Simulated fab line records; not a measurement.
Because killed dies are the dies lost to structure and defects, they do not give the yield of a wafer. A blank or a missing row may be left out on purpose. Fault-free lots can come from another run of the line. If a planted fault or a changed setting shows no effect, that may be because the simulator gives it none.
fab line records | flow sky130
record: lots: 4 wafers: 12 last-day: 50
route steps=708 shown RES_PROTECT@206 POLY_GATE@213 LDD_N@237 LDD_LDN@303 POLY_CUT@318 PAD_OPEN@708
lots untouched by any fault: they come from a run of this same line in which no faults occurred
start-h: hours from the record's first day to the start of the lot's first wafer shown | wait-h: how many hours have passed since the lot's step before this one | " as in the row above | L1.1+2: a single row standing in for several wafers | - no value present, or no start provided | * or withheld: withheld | < > ~ a bound
route shown NAME@n: names a module that has steps shown in the file, with the first one's number in the route | usual: mean/standard deviation taken from wafers without a fault | same: alike in all rows | chamber/n: place in a boat | sites: readings site by site | _std_site: the values' standard deviation | _edge_site: mean of outer sites minus mean of inner sites | radius-mm: for every site, how far away it sits from the centre of the wafer | mask NAME#n: copy n | behind: the most recent tool/chamber to have shaped the wafer | hold: why the lot was held/for how many hours/how that ended | device: the transistor (n, p or np) that didn't switch | end of line: the same wafers' tests at the end of the route | a step with no rows: only its recipe | killed: not the wafer's yield, but the dies lost to structure and defects at the first sort | map: a wafer's dies, x killed, . not, _ none there
set.NAME: the run value of the setting; set.NAME@STEP: its run value at that earlier step | model.NAME: the simulator's own value behind a step, which no gauge read
lots at some steps of the route; a table a step, a row a wafer
services: when a tool's chamber went out of use (start-h, in hours from the record's first day, below 0 if earlier), for how many hours, and the reason
== steps ==
step: SKY_RES_PROTECT_DEHYDRATE_00
recipe: temp-c: 200 time-s: 60
step: SKY_RES_PROTECT_HMDS_01
recipe: prime-time-s: 60 prime-temp-c: 120
step: SKY_RES_PROTECT_COAT_02
recipe: resist: NOVOLAK spin-rpm: 3036 resist-thk-nm: 1140
step: SKY_RES_PROTECT_SOFTBAKE_03
recipe: temp-c: 90 time-s: 60 resist: NOVOLAK
step: SKY_RES_PROTECT_EXPOSE_04
recipe: mask-id: RPM na: 0.6 source-shape: conventional sigma-outer: 0.6 polarization: unpolarized target-cd-nm: 1270 dose-mj: 131
step: SKY_RES_PROTECT_PEB_05
recipe: temp-c: withheld time-s: * resist: NOVOLAK
step: SKY_RES_PROTECT_DEVELOP_06
recipe: resist: NOVOLAK developer: TMAH develop-time-s: 60 dev-temp-c: 23
step: SKY_POLY_GATE_IMPLANT_02
recipe: species: P energy-kev: 30 dose-cm2: 7.7e+15 tilt-deg: 0
step: SKY_RES_PROTECT_STRIP_07
recipe: chemistry: O2/N2 power-w: 1400 pressure-mtorr: 1500 platen-temp-c: withheld o2-flow-sccm: 3000 n2-flow-sccm: 300 overash-fraction: 0.5
step: SKY_RES_PROTECT_CLEAN_09
recipe: chemistry: SC1/SC2 mix: 1:4:20 temp-c: 70 time-s: 150 dry: n2-spin
step: SKY_POLY_GATE_CVD_03
recipe: material: Si3N4 precursor: DCS/NH3 target-thk-nm: 75 temp-c: 770 time-s: 1290 pressure-mtorr: 250
usual: pressure-mtorr: 249.9/0.49 spike-tc-centre-C: 771.8/1 spike-tc-lower-C: 769.1/1.8 spike-tc-top-C: 781.0/1.8 spike-tc-upper-C: 770.0/1 zone-power-centre-pct: 13.12/0.18 zone-power-lower-pct: 13.50/0.14 zone-power-upper-pct: 11.8/0.88
columns lot.wafer tool chamber start-h wait-h pressure-mtorr spike-tc-centre-C spike-tc-lower-C spike-tc-top-C spike-tc-upper-C zone-power-centre-pct zone-power-lower-pct zone-power-upper-pct model.Si3N4_of_POLY_GATE_CVD_03.thk-nm
L712.1 lpcvd-02 0 452.15 0.0 249.7 772.4 773.6 783.7 771.3 12.66 13.40 13.7 74.65
L712.2 " 0 " " 249.5 771.5 771.6 783.6 771.2 12.86 13.32 13.7 75.22
L712.5 " 0 " " 248.9 773.3 772.5 783.3 771.5 13.05 13.48 13.7 74.92
L713.3 lpcvd-02 1 462.37 1.7 250.8 804.1 765.4 779.6 766.0 21.51 9.11 7.6 85.41
L713.4 " 1 " " 249.6 805.5 764.9 780.3 765.4 21.70 8.89 7.5 82.06
L713.6 " 1 " " 250.3 804.4 764.9 779.8 765.1 21.65 8.99 7.5 78.91
L714.2 lpcvd-02 1 462.37 1.1 249.7 803.4 763.4 780.9 765.1 21.71 8.96 7.5 97.78
L714.4 " 1 " " 250.1 804.6 765.0 782.3 766.1 21.83 8.76 7.5 98.81
L714.5 " 1 " " 249.6 804.9 762.1 780.0 764.6 21.57 8.87 7.5 97.46
L724.1 lpcvd-02 0 538.91 0.5 250.3 773.5 771.8 785.2 769.1 12.70 13.46 13.4 75.21
L724.3 " 0 " " 250.4 772.1 771.6 784.3 770.5 12.95 13.24 13.6 75.41
L724.6 " 0 " " 250.4 773.3 773.3 784.3 771.5 12.69 13.34 13.9 74.91
step: SKY_POLY_GATE_THK_MEAS_04
recipe: reads: Si3N4_of_POLY_GATE_CVD_03
usual: POLY_GATE_CVD_03_THK: 75.0/0.63
columns lot.wafer tool chamber start-h wait-h POLY_GATE_CVD_03_THK[nm]
L712.1 film-metro-03 - 453.51 0.0 74.7
L712.2 " - " " 75.2
L712.5 " - " " 74.9
L714.2 film-metro-03 - 463.73 0.0 97.8
L714.4 " - " " 98.9
L714.5 " - " " 97.4
L713.3 film-metro-01 - 463.74 0.0 85.4
L713.4 " - " " 82.0
L713.6 " - " " 78.9
L724.1 film-metro-01 - 540.27 0.0 75.3
L724.3 " - " " 75.4
L724.6 " - " " 75.0
step: SKY_POLY_GATE_DEHYDRATE_05
recipe: temp-c: 200 time-s: 60
step: SKY_POLY_GATE_HMDS_06
recipe: prime-time-s: 60 prime-temp-c: 120
step: SKY_POLY_GATE_COAT_07
recipe: resist: BARC temp-c: withheld time-s: withheld spin-rpm: 3000 resist-thk-nm: 110
step: SKY_POLY_GATE_COAT_08
recipe: resist: KrF-thick spin-rpm: 3000 resist-thk-nm: 450
step: SKY_POLY_GATE_SOFTBAKE_09
recipe: temp-c: 100 time-s: 90 resist: KrF-thick
step: SKY_POLY_GATE_EXPOSE_10
recipe: mask-id: P1M na: 0.68 source-shape: conventional sigma-outer: 0.6 target-cd-nm: 150 dose-mj: 28
step: SKY_POLY_GATE_PEB_11
recipe: peb-temp-c: withheld peb-time-s: withheld resist: KrF-thick
step: SKY_POLY_GATE_DEVELOP_12
recipe: develop-time-s: 60 resist: KrF-thick dev-temp-c: 21
step: SKY_POLY_GATE_ETCH_15
recipe: chemistry: N2/H2 target: BARC ion-energy-ev: 200 source-w: 500 bias-w: 100 pressure-mtorr: 30 n2-flow-sccm: 100 h2-flow-sccm: 200 stop-on: SiO2 time-s: 118.5 target-depth-a: 1100
step: SKY_POLY_GATE_ETCH_16
recipe: stop-on: poly-Si chemistry: CH3F/O2 target: Si3N4 source-w: 400 bias-w: 80 pressure-mtorr: 25 ch3f-flow-sccm: 40 O2_flow_sccm: 30 time-s: 147.5 target-depth-a: 750
usual: ch3f-flow-sccm: 40.00/0.12 drypump-motor-current-A: 5.5/0.42 oes-product-au: 0.640/0.0049 throttle-valve-pct: 10.535/0.0095
columns lot.wafer tool chamber start-h wait-h ch3f-flow-sccm drypump-motor-current-A oes-product-au rf-hours-counter-h throttle-valve-pct model.etch.depth-nm
L712.1 rie-diel-02 1 484.28 0.0 40.09 5.4 0.638 4 10.537 74.65
L712.2 " 0 " " 40.36 5.9 0.646 75 10.530 75.22
L712.5 " 1 " " 39.95 5.4 0.640 - 10.543 74.92
L713.3 rie-diel-02 2 494.31 0.0 39.97 6.3 0.682 0 10.539 85.41
L713.4 " 3 " " 39.84 6.0 0.657 5 10.536 82.06
L713.6 " 2 " " 39.87 6.2 0.659 - 10.538 78.91
L714.2 rie-diel-04 0 494.78 0.0 40.26 5.0 0.722 10 10.557 97.78
L714.4 " 1 " " 39.99 5.8 0.722 4 10.551 98.81
L714.5 " 3 " " 40.36 5.0 0.717 - 10.546 97.46
L724.1 rie-diel-03 2 570.56 0.0 40.16 5.1 0.640 16 10.534 75.21
L724.3 " 0 " " 40.06 5.9 0.639 22 10.543 75.41
L724.6 " 1 " " 39.96 5.4 0.640 - 10.532 74.91
step: SKY_POLY_GATE_ETCH_17
recipe: target-depth-nm: 180 stop-on: SiO2 over-etch-frac: 0.5925 chemistry: HBr/Cl2 target: poly-Si icp-w: 400 bias-w: 100 pressure-mtorr: 10 HBr_flow_sccm: 150 Cl2_flow_sccm: 50 time-s: 70.5
step: SKY_POLY_GATE_STRIP_18
recipe: chemistry: O2/N2 power-w: 1400 pressure-mtorr: 1500 platen-temp-c: withheld o2-flow-sccm: 3000 n2-flow-sccm: 300 overash-fraction: 0.5
step: SKY_POLY_GATE_CLEAN_19
recipe: chemistry: SC1/SC2 mix: 1:4:20 temp-c: 70 time-s: 150 dry: n2-spin
step: SKY_POLY_GATE_OXIDATION_20
recipe: temp-c: 850 ambient: O2 stabilise-s: 600 purge-s: 300 target-thk-a: 40 ox-time-s: 899
step: SKY_LDD_N_DEHYDRATE_00
recipe: temp-c: 200 time-s: 60
step: SKY_LDD_N_HMDS_01
recipe: prime-time-s: 60 prime-temp-c: 120
step: SKY_LDD_N_COAT_02
recipe: resist: NOVOLAK spin-rpm: 3000 resist-thk-nm: 300
step: SKY_LDD_N_SOFTBAKE_03
recipe: temp-c: 90 time-s: 60 resist: NOVOLAK
step: SKY_LDD_N_EXPOSE_04
recipe: mask-id: NTM target-cd-nm: 840 na: 0.6 source-shape: conventional sigma-outer: 0.6 dose-mj: 110
step: SKY_LDD_N_PEB_05
recipe: temp-c: withheld time-s: * resist: NOVOLAK
step: SKY_LDD_N_DEVELOP_06
recipe: develop-time-s: 60 dev-temp-c: 23
step: SKY_LDD_N_IMPLANT_08
recipe: species: As energy-kev: 20 dose-cm2: 7.5e+13 tilt-deg: withheld rotation-deg: 23
step: SKY_LDD_N_IMPLANT_09
recipe: species: As energy-kev: 20 dose-cm2: 7.5e+13 tilt-deg: withheld rotation-deg: 113
step: SKY_LDD_LDN_CLEAN_14
recipe: chemistry: SC1/SC2 mix: 1:4:20 temp-c: 70 time-s: 150 dry: n2-spin
usual: temp-c: 70.02/0.13
columns lot.wafer tool chamber start-h wait-h temp-c model.Si3N4_of_POLY_GATE_CVD_03.thk-nm
L712.1 wet-bench-04 2 635.82 0.1 70.10 74.52
L712.2 " 2 " " 70.03 75.09
L712.5 " 2 " " 70.00 74.78
L713.3 wet-bench-02 3 645.87 0.0 70.09 85.28
L713.4 " 3 " " 70.33 81.92
L713.6 " 3 " " 69.92 78.77
L714.2 wet-bench-04 1 647.33 0.0 69.87 97.64
L714.4 " 1 " " 70.16 98.68
L714.5 " 1 " " 69.88 97.32
L724.1 wet-bench-02 1 718.97 0.1 69.81 75.07
L724.3 " 1 " " 69.99 75.28
L724.6 " 1 " " 70.13 74.77
step: SKY_POLY_CUT_ETCH_11
recipe: target: Si3N4 chemistry: CF4/CH2F2/Ar stop-on: poly-Si source-w: 600 bias-w: 150 pressure-mtorr: 40 cf4-flow-sccm: 40 ch2f2-flow-sccm: 20 Ar_flow_sccm: 150 time-s: 42.5 target-depth-a: 600
usual: drypump-motor-current-A: 5.5/0.38 oes-product-au: 0.829/0.0058 throttle-valve-pct: 14.995/0.009
columns lot.wafer tool chamber start-h wait-h drypump-motor-current-A oes-product-au rf-hours-counter-h throttle-valve-pct model.POLY_CUT.feature-depth-nm model.etch.depth-nm
L712.1 rie-diel-01 0 666.94 0.0 5.5 0.827 6 14.987 61.6 61.6
L712.2 " 1 " " 5.7 0.837 6 14.987 62.27 62.27
L712.5 " 1 " " 5.8 0.823 - 14.973 62 62
L713.3 rie-diel-01 3 675.82 0.0 5.3 0.885 8 15.007 70.22 70.22
L713.4 " 2 " " 6.3 0.876 15 15.006 67.87 67.87
L713.6 " 0 " " 5.5 0.853 - 14.992 64.91 64.91
L714.2 rie-diel-01 3 676.77 0.0 5.3 0.966 8 15.007 80.58 80.58
L714.4 " 1 " " 5.8 0.970 7 15.016 81.05 81.05
L714.5 " 1 " " 5.8 0.965 - 14.993 80.34 80.34
L724.1 rie-diel-03 0 748.39 0.0 5.9 0.829 26 14.974 62.28 62.28
L724.3 " 2 " " 5.1 0.831 22 15.001 62.36 62.35
L724.6 " 1 " " 5.4 0.823 - 15.006 62.1 62.1
step: SKY_PAD_OPEN_PROBE_99
columns lot.wafer tool chamber start-h wait-h model.etest.cap-li-to-poly.c-af-um2
L712.1 prober-01 - 1153.21 0.1 98.25
L712.2 prober-01 - 1153.26 0.1 98.73
L712.5 prober-01 - 1153.41 0.2 98.91
L713.3 prober-02 - 1154.49 0.2 98.95
L713.4 prober-02 - 1154.54 0.2 97.47
L713.6 prober-02 - 1154.64 0.2 99.11
L714.2 prober-01 - 1156.26 0.1 107.8
L714.4 prober-01 - 1156.36 0.2 104.8
L714.5 prober-01 - 1156.41 0.2 102
L724.1 prober-01 - 1203.95 0.1 98.31
L724.3 prober-01 - 1204.05 0.2 95.38
L724.6 prober-01 - 1204.20 0.2 96.06
killed by level:class
L712.1 VIA1:geometric-particle:open=12 LI_CONTACT:geometric-particle:open=11 CONTACT:geometric-particle:open=6 LOCAL_INTERCONNECT:geometric-particle:short=5 VIA2:geometric-particle:open=5 METAL4:geometric-particle:short=5 CONTACT:geometric-particle:short=4 VIA1:geometric-particle:short=4
L712.2 VIA2:geometric-particle:open=12 VIA1:geometric-particle:open=9 METAL1:geometric-particle:short=8 VIA3:geometric-particle:open=8 METAL4:geometric-particle:short=5 CONTACT:geometric-particle:open=4 VIA2:geometric-particle:short=4 VIA3:geometric-particle:short=4
L712.5 VIA1:geometric-particle:open=9 CONTACT:geometric-particle:open=8 LI_CONTACT:geometric-particle:open=7 VIA1:geometric-particle:short=5 METAL2:geometric-particle:short=5 VIA2:geometric-particle:open=5 POLY_GATE:geometric-particle:short=4 METAL1:geometric-particle:short=4
L713.3 CONTACT:geometric-particle:open=9 CONTACT:geometric-particle:short=7 LI_CONTACT:geometric-particle:open=6 POLY_GATE:geometric-particle:short=5 VIA1:geometric-particle:open=5 POLY_GATE:geometric-particle:open=4 VIA2:geometric-particle:open=4 METAL3:geometric-particle:short=4
L713.4 CONTACT:geometric-particle:open=10 VIA1:geometric-particle:open=10 METAL2:geometric-particle:short=7 VIA1:geometric-particle:short=6 FIELD_ISO:geometric-particle:short=5 VIA3:geometric-particle:open=5 METAL1:geometric-particle:short=4 FIELD_ISO:geometric-particle:open=3
L713.6 VIA1:geometric-particle:short=11 VIA1:geometric-particle:open=10 LI_CONTACT:geometric-particle:open=10 CONTACT:geometric-particle:short=7 CONTACT:geometric-particle:open=6 VIA3:geometric-particle:open=6 VIA2:geometric-particle:open=6 VIA3:geometric-particle:short=4
L724.1 VIA3:geometric-particle:open=11 VIA1:geometric-particle:open=9 CONTACT:geometric-particle:open=7 LI_CONTACT:geometric-particle:open=6 METAL2:geometric-particle:short=6 LOCAL_INTERCONNECT:geometric-particle:short=5 VIA3:geometric-particle:short=5 METAL4:geometric-particle:short=5
L724.3 VIA1:geometric-particle:open=7 FIELD_ISO:geometric-particle:open=6 METAL2:geometric-particle:short=6 CONTACT:geometric-particle:open=5 VIA3:geometric-particle:open=5 LI_CONTACT:geometric-particle:open=5 FIELD_ISO:geometric-particle:short=4 LOCAL_INTERCONNECT:geometric-particle:short=4
L724.6 CONTACT:geometric-particle:open=14 VIA1:geometric-particle:open=13 LI_CONTACT:geometric-particle:open=9 VIA3:geometric-particle:open=7 FIELD_ISO:geometric-particle:open=6 VIA1:geometric-particle:short=6 VIA2:geometric-particle:open=5 VIA3:geometric-particle:short=5
== services ==
columns tool chamber start-h hours kind
rie-diel-03 1 446.12 - clean
rie-diel-03 1 446.12 27.0 scheduled-down
rie-diel-03 1 446.12 27.0 vent-cycle
rie-diel-02 2 460.53 - clean
rie-diel-02 2 460.53 24.6 scheduled-down
rie-diel-03 2 462.86 4.8 repair
rie-diel-03 3 473.99 12.2 repair
rie-diel-03 1 487.60 5.1 repair
rie-diel-02 1 504.73 3.5 repair
rie-diel-02 2 513.66 10.8 repair
rie-diel-04 2 565.90 4.1 repair
rie-diel-01 2 579.01 5.2 repair
rie-diel-04 3 597.48 12.1 repair
rie-diel-03 1 628.60 11.6 repair
rie-diel-03 0 632.41 2.9 repair
rie-diel-02 1 636.88 1.5 repair
rie-diel-02 - 665.87 2.8 pm
rie-diel-01 - 678.21 0.6 repair
rie-diel-02 0 690.19 9.3 repair
rie-diel-02 2 695.12 6.3 repair
rie-diel-02 1 706.11 7.7 repair
rie-diel-04 - 723.35 0.5 repair
rie-diel-03 3 732.77 3.8 repair
rie-diel-02 1 743.77 8.0 repair
== key ==
first-sign: step: SKY_POLY_GATE_CVD_03 reading: zone-power-centre-pct direction: up sigmas: 48 usual: 13.12 struck: 21.66
effect: step: SKY_POLY_GATE_CVD_03 reading: zone-power-lower-pct direction: down sigmas: 32 usual: 13.50 struck: 8.93
effect: step: SKY_POLY_GATE_THK_MEAS_04 reading: POLY_GATE_CVD_03_THK direction: up sigmas: 24 usual: 75.0 struck: 90.1
effect: step: SKY_POLY_GATE_ETCH_16 reading: oes-product-au direction: up sigmas: 11 usual: 0.640 struck: 0.693
effect: step: SKY_POLY_CUT_ETCH_11 reading: oes-product-au direction: up sigmas: 15 usual: 0.829 struck: 0.919
model-effect: step: SKY_POLY_GATE_CVD_03 value: Si3N4_of_POLY_GATE_CVD_03.thk-nm without: 75.66 struck: 90.07
model-effect: step: SKY_POLY_GATE_ETCH_16 value: etch.depth-nm without: 75.66 struck: 90.07
model-effect: step: SKY_LDD_LDN_CLEAN_14 value: Si3N4_of_POLY_GATE_CVD_03.thk-nm without: 75.52 struck: 89.93
model-effect: step: SKY_POLY_CUT_ETCH_11 value: POLY_CUT.feature-depth-nm without: 62.28 struck: 74.16
model-effect: step: SKY_PAD_OPEN_PROBE_99 value: etest.cap-li-to-poly.c-af-um2 without: 99.61 struck: 101.7
met-at SKY_POLY_GATE_CVD_03
struck-wafers L713.3,L713.4,L713.6,L714.2,L714.4,L714.5
sort-left-out L714.2,L714.4,L714.5
tester-left-out L713,L714
onset-between 452.15 462.37
fault: kind: process-parameter-drift tool: lpcvd-02 chamber: - onset-h: 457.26 steps: SKY_POLY_GATE_CVD_03 channel: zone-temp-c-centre offset: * shape: step end-h: 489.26
tester-left-out: of these lots the tester's yield and bins aren't shown, on N5 and GAA mostly nor the transistor test; their killed dies are dies lost to structure and defects alone, not to doping, threshold or leakage, so they don't give the yield
sort-left-out: the simulated sort isn't trusted on such a fault, so these wafers' sort isn't shown, and their yield isn't known
